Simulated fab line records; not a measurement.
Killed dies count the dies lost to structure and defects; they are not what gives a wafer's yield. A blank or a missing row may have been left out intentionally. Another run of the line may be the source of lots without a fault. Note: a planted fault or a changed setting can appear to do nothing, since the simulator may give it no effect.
2 desks, one fault | flow gf180mcu | numbers are kept per desk, each desk with only its own; the story behind them comes last

DESK OF THE TOOL OWNER: pvd sputter-02
The tool's own readings at GF_M3_SPUTTER_00 (material Ti, target thk 37.5 nm, time 150 s): means of the sampled wafers that have a number, for each lot that ran on this tool. Any lot whose mean is over 4 standard deviations away from the usual mean is out of limits and marked OUT; that distance is given in the brackets.
Columns: A = throttle valve pct at GF_M3_SPUTTER_00, usual 29.6 %
lot  | first seen here | A
L343 | day 22 10:19    | 28.9
L348 | day 24 22:32    | 29.8
L354 | day 26 15:34    | 29.7
Result from this desk: across the 3 lots, nothing is out of limits.

AT THE METROLOGY DESK
Lot by lot, what the gauges showed, no matter which tool ran the lot: averages of those sampled wafers that carry a number. Any lot whose mean is over 4 standard deviations away from the usual mean is out of limits and marked OUT; that distance is given in the brackets.
Columns: A = V2_OVL at GF_V2_OVL_MEAS_15, usual -3 nm; B = V2_W_RS at GF_V2_RS_MEAS_24, usual 0.3270 ohm/sq; C = V2_W_THK at GF_V2_THK_MEAS_25, usual 335 nm; D = M3_ALCU_RS at GF_M3_RS_MEAS_05, usual 0.0697 ohm/sq; E = M3_ALCU_THK at GF_M3_THK_MEAS_06, usual 447 nm; F = cd nm at GF_M3_CD_MEAS_14, usual 280.0 nm; G = M3_OVL at GF_M3_OVL_MEAS_15, usual 5 nm
lot  | first seen here | A   | B      | C   | D      | E   | F     | G
L341 | day 21 22:05    | -13 | 0.3292 | 333 | 0.0707 | 441 | 280.7 | 6
L343 | day 22 08:55    | 1   | 0.3288 | 330 | 0.0694 | 446 | 280.2 | 0
L346 | day 24 04:29    | 1   | 0.3295 | 330 | 0.0692 | 451 | 280.4 | 2
L348 | day 24 21:08    | -4  | 0.3248 | 335 | 0.0713 | 435 | 279.9 | 2
L354 | day 26 14:08    | 3   | 0.3316 | 329 | 0.0693 | 451 | 279.7 | -2
Result from this desk: across the 5 lots, nothing is out of limits.

BROUGHT TOGETHER
The tool owner's desk saw nothing out of limits.
Nothing out of limits was seen by the metrology desk.

WHAT THE SIMULATOR HAD PUT IN
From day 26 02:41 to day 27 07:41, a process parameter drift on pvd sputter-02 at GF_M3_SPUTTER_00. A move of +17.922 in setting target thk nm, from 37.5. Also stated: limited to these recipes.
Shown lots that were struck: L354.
